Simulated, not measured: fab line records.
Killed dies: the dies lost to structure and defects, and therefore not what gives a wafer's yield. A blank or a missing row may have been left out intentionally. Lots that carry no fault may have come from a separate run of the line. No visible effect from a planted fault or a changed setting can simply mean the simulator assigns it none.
fab line records	flow sky130
record lots=6	wafers=18	last_day=50
route steps=708 shown SONOS_TUNNEL@158 SONOS_ONO@168 PAD_OPEN@708
lots that met no fault: from a run of the same line without faults
start_h: start of the lot's first displayed wafer, in hours after the record's first day	wait_h: hours from the lot's prior step to this one	" same as the row above	L1.1+2: one row covering several wafers at once	- no value, or no start was given	* or withheld: withheld	< > ~ a bound
route shown NAME@n: a module of which the file shows steps, and the number in the route of the first	usual: the fault-free wafers' mean and standard deviation	same: alike in all rows	chamber/n: place in a boat	sites: the reading at each site	_std_site: the values' standard deviation	_edge_site: the outer-site mean with the inner-site mean subtracted	radius_mm: for every site, how far away it sits from the centre of the wafer	mask NAME#n: copy n	behind: the last tool/chamber to shape the wafer	hold: why the lot went on hold/how many hours it stayed there/how the hold came to an end	device: names the non-switching transistor (n, p or np)	end of line: at the end of the route, the tests of the same wafers	step lacking rows: just its recipe	killed: not the wafer's yield, but the dies lost to structure and defects at the first sort	map: a wafer's dies, x killed, . not, _ none there
set.NAME: the setting that was run; set.NAME@STEP: the one run at that earlier step	model.NAME: the simulator's own value behind a step, which no gauge read
lots at some steps of the route; a table a step, a row a wafer
services: the hour from which a tool's chamber was out of use, counted from the record's first day as start_h (under 0 if before that day), plus the number of hours and why
## steps
# step SKY_SONOS_TUNNEL_EXPOSE_04
# recipe mask_id=TUNM	na=0.6	source_shape=conventional	sigma_outer=0.6	polarization=unpolarized	target_cd_nm=410	dose_mj=136
# step SKY_SONOS_TUNNEL_PEB_05
# recipe temp_c=withheld	time_s=*	resist=NOVOLAK
# step SKY_SONOS_TUNNEL_DEVELOP_06
# recipe resist=NOVOLAK	developer=TMAH	develop_time_s=60	dev_temp_c=23
# step SKY_SONOS_TUNNEL_CD_MEAS_07
# recipe target_cd_nm=410
# usual cd_nm=410.3/2.2
lot.wafer	tool	chamber	start_h	wait_h	cd_nm
L192.1	cd_sem-02	-	303.55	0.1	410.5
L192.4	"	-	"	"	411.6
L192.5	"	-	"	"	412.8
L195.4	cd_sem-01	-	327.45	0.2	411.6
L195.5	"	-	"	"	408.4
L195.6	"	-	"	"	412.0
L198.1	cd_sem-02	-	351.69	0.1	409.3
L198.2	"	-	"	"	409.7
L198.4	"	-	"	"	409.1
L199.2	cd_sem-02	-	365.39	0.1	412.8
L199.4	"	-	"	"	409.9
L199.5	"	-	"	"	411.5
L208.2	cd_sem-01	-	429.07	0.1	411.0
L208.4	"	-	"	"	407.6
L208.5	"	-	"	"	408.5
L207.2	cd_sem-02	-	433.81	0.1	411.8
L207.3	"	-	"	"	412.8
L207.4	"	-	"	"	412.2
# step SKY_SONOS_TUNNEL_OVL_MEAS_08
# usual SONOS_TUNNEL_OVL=-0.5/1.4
lot.wafer	tool	chamber	start_h	wait_h	SONOS_TUNNEL_OVL[nm]
L192.1	overlay-02	-	303.67	0.1	0.4
L192.4	"	-	"	"	-1.7
L192.5	"	-	"	"	-0.3
L195.4	overlay-01	-	327.53	0.1	1.5
L195.5	"	-	"	"	0.9
L195.6	"	-	"	"	1.3
L198.1	overlay-02	-	351.81	0.1	-0.5
L198.2	"	-	"	"	-1.6
L198.4	"	-	"	"	-1.7
L199.2	overlay-01	-	365.50	0.1	-1.0
L199.4	"	-	"	"	-2.6
L199.5	"	-	"	"	-0.6
L208.2	overlay-01	-	429.17	0.1	-2.4
L208.4	"	-	"	"	-1.8
L208.5	"	-	"	"	-0.9
L207.2	overlay-02	-	433.92	0.1	0.0
L207.3	"	-	"	"	-0.3
L207.4	"	-	"	"	-0.6
# step SKY_SONOS_TUNNEL_IMPLANT_09
# recipe species=B	energy_kev=20	dose_cm2=1e+12	tilt_deg=withheld
# step SKY_SONOS_TUNNEL_WET_ETCH_10
# recipe chemistry=dHF	target_depth_nm=14	target=SiO2	dilution=100:1	temp_c=25	time_s=280
# step SKY_SONOS_TUNNEL_STRIP_11
# recipe chemistry=SPM	time_s=600	temp_c=130
# step SKY_SONOS_TUNNEL_TW_MEAS_12
# usual SONOS_TUNNEL_TW=196.9/1.8
lot.wafer	tool	chamber	start_h	wait_h	SONOS_TUNNEL_TW
L192.1	film_metro-02	-	304.13	0.0	201.1
L192.4	"	-	"	"	199.9
L192.5	"	-	"	"	200.4
L195.4	film_metro-02	-	327.99	0.0	198.3
L195.5	"	-	"	"	198.5
L195.6	"	-	"	"	198.1
L198.1	film_metro-02	-	352.26	0.0	198.5
L198.2	"	-	"	"	200.0
L198.4	"	-	"	"	199.9
L199.2	film_metro-04	-	365.97	0.0	196.6
L199.4	"	-	"	"	196.9
L199.5	"	-	"	"	195.9
L208.2	film_metro-01	-	429.64	0.0	196.2
L208.4	"	-	"	"	195.9
L208.5	"	-	"	"	196.5
L207.2	film_metro-01	-	434.58	0.0	194.6
L207.3	"	-	"	"	196.6
L207.4	"	-	"	"	194.9
# step SKY_SONOS_TUNNEL_CLEAN_13
# recipe chemistry=dHF	time_s=20	dilution=100:1	dry=ipa_marangoni
# step SKY_SONOS_ONO_OXIDATION_00
# recipe temp_c=800	ambient=O2	idle_temp_c=700	ramp_up_c_per_min=10	ramp_down_c_per_min=3	stabilise_s=600	purge_s=300	target_thk_a=26	ox_time_s=1249
# step SKY_SONOS_ONO_THK_MEAS_01
# recipe reads=SiO2_of_SONOS_ONO_OXIDATION_00
# usual SONOS_ONO_OXIDATION_THK=2.57/0.062
lot.wafer	tool	chamber	start_h	wait_h	SONOS_ONO_OXIDATION_THK[nm]
L192.1	film_metro-04	-	305.87	0.0	2.52
L192.4	"	-	"	"	2.59
L192.5	"	-	"	"	2.51
L195.4	film_metro-04	-	329.69	0.0	2.49
L195.5	"	-	"	"	2.59
L195.6	"	-	"	"	2.49
L198.1	film_metro-04	-	354.24	0.0	2.59
L198.2	"	-	"	"	2.53
L198.4	"	-	"	"	2.51
L199.2	film_metro-01	-	367.87	0.0	2.59
L199.4	"	-	"	"	2.52
L199.5	"	-	"	"	2.64
L208.2	film_metro-03	-	431.47	0.0	2.57
L208.4	"	-	"	"	2.57
L208.5	"	-	"	"	2.61
L207.2	film_metro-03	-	437.43	0.0	2.47
L207.3	"	-	"	"	2.49
L207.4	"	-	"	"	2.50
# step SKY_SONOS_ONO_CVD_02
# recipe material=Si3N4	precursor=DCS/NH3	target_thk_nm=10.5	temp_c=770	time_s=180	pressure_mtorr=250
# usual spike_tc_centre_C=771.7/1	spike_tc_lower_C=770.6/1.1	spike_tc_upper_C=770.7/0.97	zone_power_centre_pct=15.0/0.59	zone_power_lower_pct=13.1/1.1	zone_power_upper_pct=13.14/0.25
# same time_s=180
lot.wafer	tool	chamber	start_h	wait_h	spike_tc_centre_C	spike_tc_lower_C	spike_tc_upper_C	zone_power_centre_pct	zone_power_lower_pct	zone_power_upper_pct	model.Si3N4_of_SONOS_ONO_CVD_02.thk_nm
L192.1	lpcvd-02	0	307.28	1.4	770.6	768.4	772.3	14.4	14.4	12.82	10.38
L192.4	"	0	"	"	770.9	770.6	769.9	14.1	14.3	12.89	10.4
L192.5	"	0	"	"	771.5	769.4	771.0	14.5	14.3	13.07	10.4
L195.4	lpcvd-02	1	331.24	1.5	771.8	770.5	770.3	15.3	12.1	13.22	10.65
L195.5	"	1	"	"	771.2	769.2	771.1	15.6	12.3	13.45	10.56
L195.6	"	1	"	"	771.2	771.6	770.9	15.5	12.3	13.20	10.61
L198.1	lpcvd-02	1	354.61	0.4	791.3	767.1	769.7	21.5	9.7	10.58	10.76
L198.2	"	1	"	"	793.0	769.2	767.2	21.8	9.7	10.32	10.9
L198.4	"	1	"	"	793.1	769.5	768.7	21.7	9.5	10.40	11.31
L199.2	lpcvd-02	1	369.62	1.7	792.4	768.0	768.0	22.0	9.6	10.36	10.84
L199.4	"	1	"	"	794.4	770.1	768.0	21.6	9.7	10.43	11.38
L199.5	"	1	"	"	792.4	767.9	766.5	21.9	9.5	10.47	11.54
L208.2	lpcvd-02	1	431.52	0.0	772.2	771.0	769.8	15.7	12.2	13.46	10.3
L208.4	"	1	"	"	773.9	770.5	770.5	15.2	12.2	13.27	10.33
L208.5	"	1	"	"	770.3	770.8	769.2	15.7	12.2	13.41	10.29
L207.2	lpcvd-02	0	437.48	0.0	771.2	770.7	772.2	14.2	14.4	12.93	10.31
L207.3	"	0	"	"	771.3	769.7	772.2	14.1	14.4	12.98	10.47
L207.4	"	0	"	"	769.8	769.2	771.0	14.3	14.5	12.79	10.35
# step SKY_SONOS_ONO_THK_MEAS_03
# recipe reads=Si3N4_of_SONOS_ONO_CVD_02
# usual SONOS_ONO_CVD_02_THK=10.46/0.15
lot.wafer	tool	chamber	start_h	wait_h	SONOS_ONO_CVD_02_THK[nm]
L192.1	film_metro-03	-	308.33	0.0	10.40
L192.4	"	-	"	"	10.38
L192.5	"	-	"	"	10.36
L195.4	film_metro-03	-	332.32	0.0	10.66
L195.5	"	-	"	"	10.51
L195.6	"	-	"	"	10.60
L198.1	film_metro-03	-	355.66	0.0	10.76
L198.2	"	-	"	"	10.91
L198.4	"	-	"	"	11.34
L199.2	film_metro-01	-	370.68	0.0	10.81
L199.4	"	-	"	"	11.37
L199.5	"	-	"	"	11.52
L208.2	film_metro-03	-	432.58	0.0	10.32
L208.4	"	-	"	"	10.34
L208.5	"	-	"	"	10.24
L207.2	film_metro-03	-	438.54	0.0	10.30
L207.3	"	-	"	"	10.46
L207.4	"	-	"	"	10.39
# step SKY_SONOS_ONO_CVD_04
# recipe material=SiO2	precursor=SiH4/N2O	target_thk_nm=5.7199	temp_c=900	pressure_mtorr=400
# step SKY_PAD_OPEN_PROBE_99
# usual killed_at_M0_to_M3=44/7.3	killed_at_M4_up=3.1/1.6	killed_at_contacts=24/5.4	killed_at_front_end=15/4	killed_at_other=0.2/0.49	killed_dies=86/10	killed_open=48/7.3	killed_short=38/6.3
# same gross_dies=492	killed_at_back_side=0
lot.wafer	tool	chamber	start_h	wait_h	killed_at_M0_to_M3	killed_at_M4_up	killed_at_contacts	killed_at_front_end	killed_at_other	killed_dies	killed_open	killed_short	model.etest.cap_ono.gate_log10_a_cm2	model.etest.cap_ono.tox_acc_nm	model.etest.sonos_programmed.vt_v	model.etest.sonos_erased.vt_v	model.etest.sonos_baked.vt_v	model.etest.sonos_baked.vt_less_v
L192.1	prober-01	-	1116.15	0.1	40	3	23	13	0	79	38	41	-7.652	12.62	1.508	-2.4	0.995	-0.5126
L192.4	prober-01	-	1116.30	0.2	42	1	28	17	0	88	51	37	-7.824	12.71	1.516	-2.372	0.9785	-0.538
L192.5	prober-01	-	1116.35	0.2	47	2	24	25	0	98	54	44	-7.725	12.73	1.534	-2.347	0.9584	-0.5759
L195.4	prober-02	-	1134.78	0.2	39	3	23	11	0	76	48	28	-7.877	12.82	1.467	-2.305	0.9775	-0.4891
L195.5	prober-02	-	1134.83	0.2	55	4	20	12	0	91	48	43	-7.922	12.85	1.457	-2.28	0.9466	-0.5105
L195.6	prober-02	-	1134.88	0.2	33	3	23	14	0	73	37	36	-7.756	12.72	1.549	-2.322	0.95	-0.5991
L198.1	prober-01	-	1150.74	0.1	56	2	15	13	0	86	44	42	-7.934	12.83	1.504	-2.3	1.027	-0.4769
L198.2	prober-01	-	1150.79	0.1	49	3	28	12	0	92	58	34	-7.961	12.89	1.489	-2.263	0.9383	-0.5509
L198.4	prober-01	-	1150.89	0.2	35	4	23	9	1	72	34	38	-8.255	13.13	1.327	-2.215	0.8815	-0.4456
L199.2	prober-02	-	1161.03	0.1	42	1	17	7	0	67	36	31	-8.101	13.02	1.36	-2.235	0.9377	-0.4224
L199.4	prober-02	-	1161.13	0.2	51	3	14	9	1	78	42	36	-8.457	13.38	1.201	-2.082	0.7937	-0.4071
L199.5	prober-02	-	1161.18	0.2	34	2	15	11	0	62	31	31	-8.76	13.54	1.106	-1.945	0.7232	-0.3831
L208.2	prober-01	-	1195.44	0.1	37	3	25	13	1	79	50	29	-7.886	12.92	1.464	-2.289	0.9462	-0.5182
L208.4	prober-01	-	1195.54	0.2	56	3	28	16	0	103	49	54	-7.827	12.83	1.472	-2.296	0.9708	-0.5009
L208.5	prober-01	-	1195.59	0.2	50	4	29	17	0	100	61	39	-7.818	12.85	1.452	-2.356	0.9743	-0.4773
L207.2	prober-02	-	1197.67	0.1	32	6	34	17	0	89	52	37	-7.523	12.56	1.615	-2.425	1.048	-0.567
L207.3	prober-02	-	1197.72	0.2	60	2	24	12	0	98	52	46	-7.659	12.66	1.544	-2.371	1.026	-0.5179
L207.4	prober-02	-	1197.77	0.2	50	5	35	12	0	102	66	36	-7.538	12.55	1.581	-2.421	1.005	-0.576
# killed by level:class
L192.1 LI_CONTACT:geometric_particle:open=10 VIA3:geometric_particle:open=8 METAL1:geometric_particle:short=6 VIA1:geometric_particle:short=6 VIA1:geometric_particle:open=5 LOCAL_INTERCONNECT:geometric_particle:short=5 METAL2:geometric_particle:short=5 VIA2:geometric_particle:open=4
L192.4 CONTACT:geometric_particle:open=13 VIA3:geometric_particle:open=8 VIA2:geometric_particle:open=7 LI_CONTACT:geometric_particle:open=6 VIA1:geometric_particle:short=6 FIELD_ISO:geometric_particle:short=5 VIA1:geometric_particle:open=5 FIELD_ISO:geometric_particle:open=4
L192.5 VIA1:geometric_particle:open=13 LI_CONTACT:geometric_particle:open=10 POLY_GATE:geometric_particle:short=8 METAL1:geometric_particle:short=7 FIELD_ISO:geometric_particle:open=5 POLY_GATE:geometric_particle:open=5 LI_CONTACT:geometric_particle:short=5 CONTACT:geometric_particle:open=5
L195.4 VIA1:geometric_particle:open=9 VIA3:geometric_particle:open=8 CONTACT:geometric_particle:open=7 VIA2:geometric_particle:open=7 LI_CONTACT:geometric_particle:open=6 FIELD_ISO:geometric_particle:open=5 LOCAL_INTERCONNECT:geometric_particle:short=5 VIA1:geometric_particle:short=5
L195.5 VIA1:geometric_particle:open=14 CONTACT:geometric_particle:open=11 VIA2:geometric_particle:open=8 METAL1:geometric_particle:short=6 VIA1:geometric_particle:short=6 METAL3:geometric_particle:short=6 VIA2:geometric_particle:short=5 POLY_GATE:geometric_particle:open=4
L195.6 CONTACT:geometric_particle:open=8 VIA1:geometric_particle:open=8 LI_CONTACT:geometric_particle:open=6 POLY_GATE:geometric_particle:open=5 METAL2:geometric_particle:short=5 METAL1:geometric_particle:short=4 CONTACT:geometric_particle:short=4 VIA3:geometric_particle:short=4
L198.1 VIA1:geometric_particle:open=11 VIA2:geometric_particle:open=11 METAL1:geometric_particle:short=7 VIA1:geometric_particle:short=6 METAL3:geometric_particle:short=6 VIA3:geometric_particle:open=5 FIELD_ISO:geometric_particle:short=4 POLY_GATE:geometric_particle:short=4
L198.2 VIA2:geometric_particle:open=11 CONTACT:geometric_particle:open=10 LI_CONTACT:geometric_particle:open=9 VIA3:geometric_particle:open=9 VIA1:geometric_particle:open=8 METAL2:geometric_particle:short=8 VIA1:geometric_particle:short=5 FIELD_ISO:geometric_particle:short=4
L198.4 VIA1:geometric_particle:open=10 LI_CONTACT:geometric_particle:open=6 CONTACT:geometric_particle:open=5 LI_CONTACT:geometric_particle:short=5 METAL2:geometric_particle:short=5 LOCAL_INTERCONNECT:geometric_particle:short=4 METAL1:geometric_particle:short=4 VIA1:geometric_particle:short=4
L199.2 VIA1:geometric_particle:open=10 CONTACT:geometric_particle:open=7 METAL1:geometric_particle:short=7 METAL2:geometric_particle:short=6 LI_CONTACT:geometric_particle:open=5 VIA2:geometric_particle:open=5 VIA3:geometric_particle:open=4 CONTACT:geometric_particle:short=3
L199.4 VIA1:geometric_particle:open=16 METAL1:geometric_particle:short=8 VIA3:geometric_particle:open=7 CONTACT:geometric_particle:open=5 VIA1:geometric_particle:short=5 METAL2:geometric_particle:short=4 VIA2:geometric_particle:open=4 FIELD_ISO:geometric_particle:short=3
L199.5 METAL1:geometric_particle:short=7 CONTACT:geometric_particle:open=6 VIA2:geometric_particle:open=6 VIA1:geometric_particle:open=5 LI_CONTACT:geometric_particle:open=5 METAL3:geometric_particle:short=4 POLY_GATE:geometric_particle:open=3 LOCAL_INTERCONNECT:geometric_particle:short=3
L208.2 CONTACT:geometric_particle:open=15 VIA1:geometric_particle:open=8 VIA3:geometric_particle:open=6 LI_CONTACT:geometric_particle:open=5 METAL1:geometric_particle:short=5 VIA2:geometric_particle:open=5 FIELD_ISO:geometric_particle:open=3 POLY_GATE:geometric_particle:open=3
L208.4 VIA1:geometric_particle:open=12 VIA1:geometric_particle:short=9 CONTACT:geometric_particle:open=8 VIA3:geometric_particle:open=8 METAL1:geometric_particle:short=7 FIELD_ISO:geometric_particle:open=6 LOCAL_INTERCONNECT:geometric_particle:short=6 CONTACT:geometric_particle:short=6
L208.5 VIA1:geometric_particle:open=13 VIA2:geometric_particle:open=12 CONTACT:geometric_particle:open=10 VIA3:geometric_particle:open=8 CONTACT:geometric_particle:short=7 POLY_GATE:geometric_particle:short=6 POLY_GATE:geometric_particle:open=4 LI_CONTACT:geometric_particle:open=4
L207.2 CONTACT:geometric_particle:open=15 LI_CONTACT:geometric_particle:open=10 METAL1:geometric_particle:short=7 VIA1:geometric_particle:open=7 VIA2:geometric_particle:open=6 POLY_GATE:geometric_particle:open=5 LOCAL_INTERCONNECT:geometric_particle:short=5 METAL4:geometric_particle:short=5
L207.3 VIA1:geometric_particle:open=15 CONTACT:geometric_particle:open=11 VIA1:geometric_particle:short=9 METAL1:geometric_particle:short=7 VIA2:geometric_particle:open=6 METAL2:geometric_particle:short=6 POLY_GATE:geometric_particle:short=4 LI_CONTACT:geometric_particle:short=4
L207.4 CONTACT:geometric_particle:open=17 VIA1:geometric_particle:open=15 LI_CONTACT:geometric_particle:open=13 VIA2:geometric_particle:open=7 VIA1:geometric_particle:short=6 VIA3:geometric_particle:open=6 POLY_GATE:geometric_particle:short=4 METAL1:geometric_particle:short=4
## services
tool	chamber	start_h	hours	kind
lpcvd-02	-	325.50	1.0	repair
## key
first_sign step=SKY_SONOS_ONO_CVD_02	reading=spike_tc_centre_C	direction=up	sigmas=20	usual=771.7	struck=792.8
effect step=SKY_SONOS_ONO_CVD_02	reading=zone_power_centre_pct	direction=up	sigmas=11	usual=15.0	struck=21.7
effect step=SKY_SONOS_ONO_THK_MEAS_03	reading=SONOS_ONO_CVD_02_THK	direction=up	sigmas=4.5	usual=10.46	struck=11.12	wafers_moved=5
model_effect step=SKY_SONOS_ONO_CVD_02	value=Si3N4_of_SONOS_ONO_CVD_02.thk_nm	without=10.5	struck=11.12
model_effect step=SKY_PAD_OPEN_PROBE_99	value=etest.cap_ono.gate_log10_a_cm2	without=-7.834	struck=-8.245
met_at SKY_SONOS_ONO_CVD_02
struck_wafers L198.1,L198.2,L198.4,L199.2,L199.4,L199.5
tester_left_out L198,L199
onset_between 331.24 354.61
fault kind=process_parameter_drift	tool=lpcvd-02	chamber=-	onset_h=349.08	steps=SKY_SONOS_ONO_CVD_02	channel=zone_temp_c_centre	offset=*	shape=step	end_h=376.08
# tester_left_out: of these lots the tester's yield and bins aren't shown, on N5 and GAA mostly nor the transistor test; their killed dies are dies lost to structure and defects alone, not to doping, threshold or leakage, so they don't give the yield
